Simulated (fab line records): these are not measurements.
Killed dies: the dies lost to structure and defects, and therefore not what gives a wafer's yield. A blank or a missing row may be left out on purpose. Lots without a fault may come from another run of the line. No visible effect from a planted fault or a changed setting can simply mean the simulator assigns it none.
What tool caused it? ; flow sky130 ; 30 wafers from 11 lots sampled at 6 of the route's 708 steps

== WHAT THE GAUGES SHOWED, per wafer ==
SKY_LOCAL_INTERCONNECT_CD_MEAS_11: target cd 170 nm.
lot;measured;on;cd nm (nm)
L889;day 30 23:57;cd sem-01;171.5 172.2 171.4
L893;day 32 13:11;cd sem-01;172.5 172.0 173.9
L895;day 32 23:49;cd sem-02;169.7 170.4 167.9
L902;day 35 01:00;cd sem-01;167.7 169.1
L903;day 35 08:32;cd sem-02;169.6 168.8
L904;day 35 17:40;cd sem-02;169.8 170.7
L907;day 36 16:52;cd sem-01;167.4 167.0 167.4
L908;day 37 00:22;cd sem-01;169.9 170.5 171.5
L909;day 37 10:08;cd sem-01;169.8 169.1 169.0
L910;day 37 10:49;cd sem-01;170.2 170.8 169.3
L911;day 37 18:05;cd sem-01;171.6 170.9 171.5

SKY_VIA3_RS_MEAS_22: a four-point-probe measurement.
lot;measured;on;VIA3_W_RS (ohm/sq)
L889;day 40 06:58;film metro-03;0.287 0.294 0.287
L893;day 41 14:13;film metro-02;0.289 0.292 0.292
L895;day 41 23:33;film metro-04;0.288 0.291 0.291
L902;day 43 18:59;film metro-02;0.273 0.292
L903;day 44 02:08;film metro-02;0.278 0.275
L904;day 44 09:28;film metro-02;0.290 0.275
L907;day 45 07:23;film metro-03;0.302 0.303 0.292
L908;day 45 13:29;film metro-04;0.302 0.292 0.303
L909;day 45 20:58;film metro-04;0.297 0.303 0.305
L910;day 45 21:38;film metro-02;0.292 0.300 0.290
L911;day 46 04:26;film metro-02;0.292 0.293 0.303

SKY_VIA3_THK_MEAS_23: measures by xrf.
lot;measured;on;VIA3_W_THK (nm)
L889;day 40 07:05;film metro-03;398 390 397
L893;day 41 14:19;film metro-02;389 384 386
L895;day 41 23:40;film metro-04;393 386 386
L902;day 43 19:05;film metro-02;409 383
L903;day 44 02:14;film metro-02;397 406
L904;day 44 09:35;film metro-02;385 405
L907;day 45 07:29;film metro-03;380 377 390
L908;day 45 13:36;film metro-04;376 387 376
L909;day 45 21:04;film metro-04;382 376 373
L910;day 45 21:46;film metro-02;386 375 389
L911;day 46 04:33;film metro-02;384 383 371

== WHICH TOOL RAN EACH LOT (tool, then ch and the chambers of the sampled wafers, then the start) ==
lot;SKY_METAL2_SPUTTER_00;SKY_METAL2_METAL_ETCH_19;SKY_VIA3_CVD_21
L889;pvd sputter-02, day 34 15:53;rie metal-02 ch 0,1, day 35 18:42;cvd w-02 ch 0,1, day 40 06:50
L893;pvd sputter-02, day 36 03:46;rie metal-04 ch 0,1, day 37 05:44;cvd w-02 ch 0,1, day 41 14:05
L895;pvd sputter-01, day 36 13:05;rie metal-02 ch 0, day 37 16:16;cvd w-02 ch 0, day 41 23:25
L902;pvd sputter-04, day 38 12:57;rie metal-01 ch 0,1, day 39 13:53;cvd w-02 ch 0,1, day 43 18:52
L903;pvd sputter-02, day 38 20:35;rie metal-04 ch 1, day 39 21:38;cvd w-02 ch 0,1, day 44 02:00
L904;pvd sputter-02, day 39 04:05;rie metal-01 ch 0,1, day 40 05:24;cvd w-02 ch 0, day 44 09:14
L907;pvd sputter-04, day 40 05:17;rie metal-01 ch 0,1, day 41 05:29;cvd w-01 ch 0,1, day 45 07:15
L908;pvd sputter-01, day 40 09:57;rie metal-04 ch 0,1, day 41 10:35;cvd w-01 ch 0,1, day 45 13:22
L909;pvd sputter-01, day 40 18:08;rie metal-04 ch 0, day 41 18:33;cvd w-01 ch 0,1, day 45 20:49
L910;pvd sputter-02, day 40 20:47;rie metal-02 ch 0,1, day 41 21:53;cvd w-01 ch 0,1, day 45 21:31
L911;pvd sputter-02, day 41 03:43;rie metal-01 ch 0,1, day 42 04:51;cvd w-01 ch 0,1, day 46 04:19
- SKY_METAL2_SPUTTER_00: material Ti, target thk 15 nm, time 10 s.
- SKY_METAL2_METAL_ETCH_19: etches the open film in Cl2/BCl3, stops on SiO2, target depth 360 nm, time 78 s.
- SKY_VIA3_CVD_21: deposits W, target thk 390 nm, time 117.31 s.

== WHAT THE TOOLS THEMSELVES READ (means of the sampled wafers that have a number; where no wafer has one, the mark that the record gives instead) ==
SKY_METAL2_SPUTTER_00.
lot;tool;throttle valve pct (%)
L889;pvd sputter-02;30.4
L893;pvd sputter-02;30.3
L895;pvd sputter-01;30.8
L902;pvd sputter-04;30.4
L903;pvd sputter-02;29.1
L904;pvd sputter-02;29.9
L907;pvd sputter-04;29.9
L908;pvd sputter-01;31.0
L909;pvd sputter-01;30.1
L910;pvd sputter-02;29.4
L911;pvd sputter-02;30.2

SKY_METAL2_METAL_ETCH_19.
lot;tool;bias w (W);drypump motor current A (A);oes product au (a.u.);throttle valve pct (%)
L889;rie metal-02;48.47;5.5;0.852;22.257
L893;rie metal-04;48.37;5.6;0.854;22.271
L895;rie metal-02;48.55;5.3;0.857;22.278
L902;rie metal-01;48.60;6.1;0.852;22.255
L903;rie metal-04;48.59;5.8;0.853;22.260
L904;rie metal-01;48.59;6.1;0.849;22.258
L907;rie metal-01;48.34;6.3;0.863;22.263
L908;rie metal-04;48.50;5.6;0.856;22.266
L909;rie metal-04;48.53;5.1;0.846;22.265
L910;rie metal-02;48.54;5.5;0.852;22.262
L911;rie metal-01;48.53;6.3;0.848;22.265

SKY_VIA3_CVD_21.
lot;tool;heater power w (W)
L889;cvd w-02;881
L893;cvd w-02;859
L895;cvd w-02;886
L902;cvd w-02;872
L903;cvd w-02;880
L904;cvd w-02;901
L907;cvd w-01;867
L908;cvd w-01;865
L909;cvd w-01;863
L910;cvd w-01;818
L911;cvd w-01;828

== THE ANSWER, worked out from the rows above alone ==
Rule: the usual values come from the lots themselves. The widest of any qualifying gaps counts: lots, ordered by their means at a reading, are off when they make up no more than a third of the lots, leave a main group of 4 or more, and stand apart from it by 3 or more times the standard deviation of that group's means. If all means in a main group match to the digits the tables above print for the reading, that group is not used. A lot without any number at a reading at which 4 lots or more have one is off too. All remaining lots with rows at the step are treated as sound. After the gauges, taken in route order, come the tools' own readings; for these a lot's mean is taken, as printed above. The first step at which some lot is off is used, and at that step the reading that is off furthest; a lot without a number counts as furthest.
No lot is off at any reading shown: from this, nothing can be told.

== WHAT THE SIMULATOR HAD INSERTED ==
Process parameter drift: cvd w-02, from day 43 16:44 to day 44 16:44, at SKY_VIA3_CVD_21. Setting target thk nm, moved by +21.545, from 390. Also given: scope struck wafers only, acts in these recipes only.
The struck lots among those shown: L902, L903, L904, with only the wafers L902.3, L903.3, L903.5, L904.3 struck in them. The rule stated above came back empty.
